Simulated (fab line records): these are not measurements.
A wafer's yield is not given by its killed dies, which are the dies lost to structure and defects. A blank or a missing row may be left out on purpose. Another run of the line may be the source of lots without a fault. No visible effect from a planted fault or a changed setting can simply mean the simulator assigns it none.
Comparing a struck lot with a sound one    flow sky130    43 out of 708 route steps
Sound: the wafers L732.2, L732.3, L732.6. The struck wafers were L747.1, L747.2, L747.6. The cause is given at the end.
Per side, at each step with rows, come the tool, then ch with its chambers, and then its first start. Under that, the readings that differ: sound wafers    struck wafers    difference of the means    sigmas: that difference in standard deviations of wafers without a fault.
alike: words and numbers the same on both sides, and readings whose means are apart by under 2 such deviations; not compared: readings that were withheld, readings missing a value for some wafer, numbers with overlapping values and no deviation given by the record, and bounds like >300 which may hide the same value.
Wherever a step has rows on one side only, a row that says differs or no value, or a row with sigmas, the two part there. When numbers do not overlap yet have no deviation, they are printed without sigmas and do not part them. A reading that every wafer of one side lacks parts them only if that side has two wafers or more.

first, 1 step without rows for these wafers: SKY_FIELD_ISO_ETCH_14 (etches BARC in N2/H2, stops on SiO2, time 45.9 s, target depth 60 nm).
SKY_FIELD_ISO_ETCH_15: etches the open film in CHF3/O2, stops on Si, target depth 180 nm, time 72 s.
  sound on rie_diel-03 ch 0,1,3, day 2 15:30; struck on rie_diel-01 ch 1,2, day 5 23:06
  alike: O2_flow_sccm, drypump_motor_current_A, oes_product_au, throttle_valve_pct
  not compared: rf_hours_counter_h
SKY_FIELD_ISO_STRIP_16: strips in O2/N2.
  sound on plasma_asher-02 ch 0,1, day 2 15:34; struck on plasma_asher-03 ch 0,1, day 5 23:10
reading                       sound              struck             difference  sigmas
strip_time_to_endpoint_s (s)  3.526 3.487 3.554  3.570 3.574 3.594  +0.057      +2
  alike: drypump_motor_current_A, oes_product_au
  not compared: rf_hours_counter_h
SKY_FIELD_ISO_ETCH_17: etches Si in HBr/Cl2/O2, target depth 342 nm, time 97.7 s.
  sound on rie_si-01 ch 0,1, day 2 15:40; struck on rie_si-02 ch 1,2,3, day 5 23:16
reading                sound              struck             difference  sigmas
oes_product_au (a.u.)  1.019 1.004 1.024  0.988 0.994 1.003  -0.021      -2
  alike: O2_flow_sccm, drypump_motor_current_A, throttle_valve_pct
  not compared: rf_hours_counter_h
then, 5 steps without rows for these wafers: SKY_FIELD_ISO_WET_ETCH_18 (etches Si3N4 in H3PO4, target depth 25 nm, time 286 s); SKY_FIELD_ISO_CLEAN_19 (cleans in SC1/SC2, time 150 s); SKY_FIELD_ISO_CLEAN_20 (cleans in dHF, time 20 s); SKY_FIELD_ISO_WET_ETCH_21 (etches SiO2 in dHF, target depth 20 nm, time 400 s); SKY_FIELD_ISO_OXIDATION_22 (stabilise 600 s, purge 300 s, target thk 10 nm).
SKY_FIELD_ISO_THK_MEAS_23:
  sound on film_metro-01 at day 2 17:12; struck on film_metro-01 at day 6 01:47
reading                          sound              struck           difference  sigmas
FIELD_ISO_OXIDATION_01_THK (nm)  10.49 10.53 10.55  9.82 9.92 10.03  -0.60       -3
then, 1 step without rows for these wafers: SKY_FIELD_ISO_CVD_24 (deposits SiO2, target thk 595 nm, time 99.2 s).
SKY_FIELD_ISO_THK_MEAS_25:
  sound on film_metro-04 at day 2 17:20; struck on film_metro-03 at day 6 01:56
reading                    sound        struck       difference  sigmas
FIELD_ISO_CVD_24_THK (nm)  598 604 599  588 590 590  -11         -2
SKY_FIELD_ISO_ANNEAL_26: time 1800 s.
  sound on furnace-01 ch 0, day 2 18:35; struck on furnace-01 ch 0, day 6 01:59
  alike: zone_power_bottom_pct
then, 6 steps without rows for these wafers: SKY_FIELD_ISO_CMP_27 (polishes, stops on Si3N4, t overpolish 16 s, target thk 457.8 nm); SKY_FIELD_ISO_WET_ETCH_28 (etches SiO2 in dHF, target depth 23.7 nm, time 47 s); SKY_FIELD_ISO_WET_ETCH_29 (etches Si3N4 in H3PO4, target depth 160 nm, time 1825 s); SKY_FIELD_ISO_WET_ETCH_30 (etches SiO2 in dHF, target depth 25 nm, time 50 s); SKY_NWELL_CLEAN_00 (cleans in SC1/SC2, time 150 s); SKY_NWELL_OXIDATION_01 (stabilise 600 s, purge 300 s, target thk 10 nm).
SKY_NWELL_THK_MEAS_02:
  sound on film_metro-04 at day 2 23:01; struck on film_metro-02 at day 6 06:37
  alike: NWELL_OXIDATION_THK
then, 8 steps without rows for these wafers: SKY_DNWELL_DEHYDRATE_00 (time 60 s); SKY_DNWELL_HMDS_01 (prime time 60 s); SKY_DNWELL_COAT_02 (resist thk 3000 nm); SKY_DNWELL_SOFTBAKE_03; SKY_DNWELL_EXPOSE_04 (exposes mask DNM, target cd 3000 nm); SKY_DNWELL_PEB_05; SKY_DNWELL_DEVELOP_06 (develop time 60 s); SKY_DNWELL_IMPLANT_07.
SKY_DNWELL_STRIP_08: strips in O2/N2.
  sound on plasma_asher-01 ch 0, day 3 14:59; struck on plasma_asher-04 ch 0,1, day 7 02:01
reading                       sound              struck             difference  sigmas
drypump_motor_current_A (A)   5.06 5.05 5.05     5.68 5.55 5.57     +0.55       +2
strip_time_to_endpoint_s (s)  37.13 37.13 37.24  36.97 36.95 36.90  -0.23       -2
  alike: oes_product_au
  not compared: rf_hours_counter_h
SKY_DNWELL_TW_MEAS_09:
  sound on film_metro-04 at day 3 15:06; struck on film_metro-04 at day 7 02:07
  alike: DNWELL_TW
then, 7 steps without rows for these wafers: SKY_PWDE_DEHYDRATE_00 (time 60 s); SKY_PWDE_HMDS_01 (prime time 60 s); SKY_PWDE_COAT_02 (resist thk 3000 nm); SKY_PWDE_SOFTBAKE_03; SKY_PWDE_EXPOSE_04 (exposes mask PWDEM, target cd 840 nm); SKY_PWDE_PEB_05; SKY_PWDE_DEVELOP_06 (develop time 60 s).
SKY_PWDE_OVL_MEAS_07:
  sound on overlay-02 at day 4 07:14; struck on overlay-02 at day 7 21:58
  alike: PWDE_OVL
after that, 1 step had no rows for these wafers: SKY_PWDE_IMPLANT_08.
SKY_PWDE_STRIP_09: strips in O2/N2.
  sound on plasma_asher-02 ch 0,1, day 4 07:25; struck on plasma_asher-04 ch 0,1, day 7 22:09
  alike: drypump_motor_current_A, oes_product_au, strip_time_to_endpoint_s
  not compared: rf_hours_counter_h
SKY_PWDE_TW_MEAS_10:
  sound on film_metro-02 at day 4 07:32; struck on film_metro-01 at day 7 22:15
  alike: PWDE_TW
then, 1 step without rows for these wafers: SKY_NWELL_DEHYDRATE_03 (time 60 s).
-- the record jumps here: 42 days lie between the struck wafers' starts before and after (it left off in module NWELL and takes up again in module PAD_OPEN, whose first step shown is number 708 of the route) --
SKY_PAD_OPEN_PROBE_99:
  sound on prober-02 at day 46 15:25; struck on prober-01 at day 50 04:08
reading                                          sound                 struck                difference  sigmas
model.etest.diode_nwell_sub.leak_log10_a_cm2     -7.3 -7.069 -7.24     -6.707 -6.892 -6.586  +0.475      
model.etest.diode_dnwell_sub.leak_log10_a_cm2    -7.185 -7.57 -7.463   -6.791 -6.894 -6.958  +0.525      
model.etest.diode_pwell_dnwell.leak_log10_a_cm2  -7.329 -7.524 -7.771  -7.187 -6.912 -7.219  +0.435      
  alike: killed_at_M0_to_M3, killed_at_M4_up, killed_at_contacts, killed_at_front_end, killed_at_other, killed_dies, killed_open, killed_short
  not compared: model.etest.nfet_16v.off_log10_a_um

== WHERE THEY PART ==
At SKY_FIELD_ISO_STRIP_16 first; at SKY_DNWELL_STRIP_08 last (within this record only). Later steps at which nothing parts them and some readings are alike: SKY_DNWELL_TW_MEAS_09, SKY_PWDE_OVL_MEAS_07, SKY_PWDE_STRIP_09, SKY_PWDE_TW_MEAS_10, SKY_PAD_OPEN_PROBE_99.

WHY: what had been put in by the simulator
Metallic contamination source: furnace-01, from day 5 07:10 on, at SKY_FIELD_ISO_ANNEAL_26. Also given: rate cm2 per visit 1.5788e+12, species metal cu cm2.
